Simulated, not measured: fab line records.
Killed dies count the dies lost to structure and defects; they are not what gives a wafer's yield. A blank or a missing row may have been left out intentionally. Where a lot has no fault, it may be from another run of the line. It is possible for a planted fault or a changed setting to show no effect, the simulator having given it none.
Code-filled problem report in 8D (eight disciplines) form || flow sky130 || the parts of the form that need people (team, actions taken, sign-off) are left out

1. THE ISSUE
cd nm at SKY_SONOS_TUNNEL_CD_MEAS_07 reads a mean of 429.1 nm on 6 wafers of 2 lots; wafers without a fault read 411.3 nm with a standard deviation of 2.2. That is +8.1 standard deviations from the usual mean.
The step: target cd 410 nm.
Seen first at day 16 23:20 on cd sem-01, wafer L893.1. Wafers with a number at this step in the record: 39, from 13 lots. The rule behind "out" and "out of limits": a value lying over 4 standard deviations away from the usual mean. The other wafers with a number count as sound.

2. WHAT IT IS AND WHAT IT IS NOT
{"question": "which readings at this step", "is": "cd nm", "is not": "-"}
{"question": "which lots", "is": "L893, L895", "is not": "L876, L880, L881, L882, L885, L886, L887, L891, L897, L898, L899"}
{"question": "which wafers of those lots", "is": "all that have a number", "is not": "-"}
{"question": "read on which gauges", "is": "cd sem-01", "is not": "cd sem-02"}
{"question": "when", "is": "from day 16 23:20", "is not": "up to then (24 sound wafers); but 9 sound wafers of L897, L898, L899 came after"}

3. THE SUSPECTS, EACH WITH WHAT RULES IT OUT
Counting: a tool at a process step up to the reading stays a suspect if it ran every lot that is out and no sound lot after the first of them.
- the gauge at SKY_SONOS_TUNNEL_CD_MEAS_07: kept. All the wafers that are out were read on cd sem-01, and no step on other tools shows them out.
- litho track-01 at SKY_SONOS_TUNNEL_DEVELOP_06 (develop time 60 s): kept. It ran every lot that is out, first L893 (day 16 23:11), and no sound lot after that; its last sound lot up to then is L891 (day 16 18:27).
The count leaves cd sem-01 at SKY_SONOS_TUNNEL_CD_MEAS_07 and litho track-01 at SKY_SONOS_TUNNEL_DEVELOP_06.

4. THE CAUSE (what the simulator had put in)
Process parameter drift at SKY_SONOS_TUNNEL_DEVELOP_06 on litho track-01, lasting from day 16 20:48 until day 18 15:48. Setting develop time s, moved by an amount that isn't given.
This tool is one of the 2 suspects left after counting.

5. THE EFFECT CHAIN, in route order
Rows list readings where the struck wafers' mean (over those with a number) sits beyond 3 standard deviations from the usual. Only readings whose record carries a usual standard deviation are examined. hours: median over the lots of the time between each lot's start at the first step of this table that gives one and its start at this step. sigmas: the change, counted in usual standard deviations.
{"hours": 0, "step": "SKY_SONOS_TUNNEL_CD_MEAS_07", "reading": "cd nm", "usual": "411.3 nm", "on struck wafers": 429.1, "change": "+17.8", "sigmas": "+8.1"}

6. WHAT WOULD HAVE CAUGHT IT SOONER
3 hours passed between the start of the fault at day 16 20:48 and the first reading out of limits at a measuring or inspecting step in this record, taken at day 16 23:20.
Tool readings at SKY_SONOS_TUNNEL_DEVELOP_06 with a usual standard deviation given in the record: none out on any struck wafer, hence no alarm at a limit of 4 standard deviations on them.
Lots out: 2; of these, L895 started SKY_SONOS_TUNNEL_DEVELOP_06 on litho track-01 after day 16 23:20. Holding the tool at that time would have saved it.
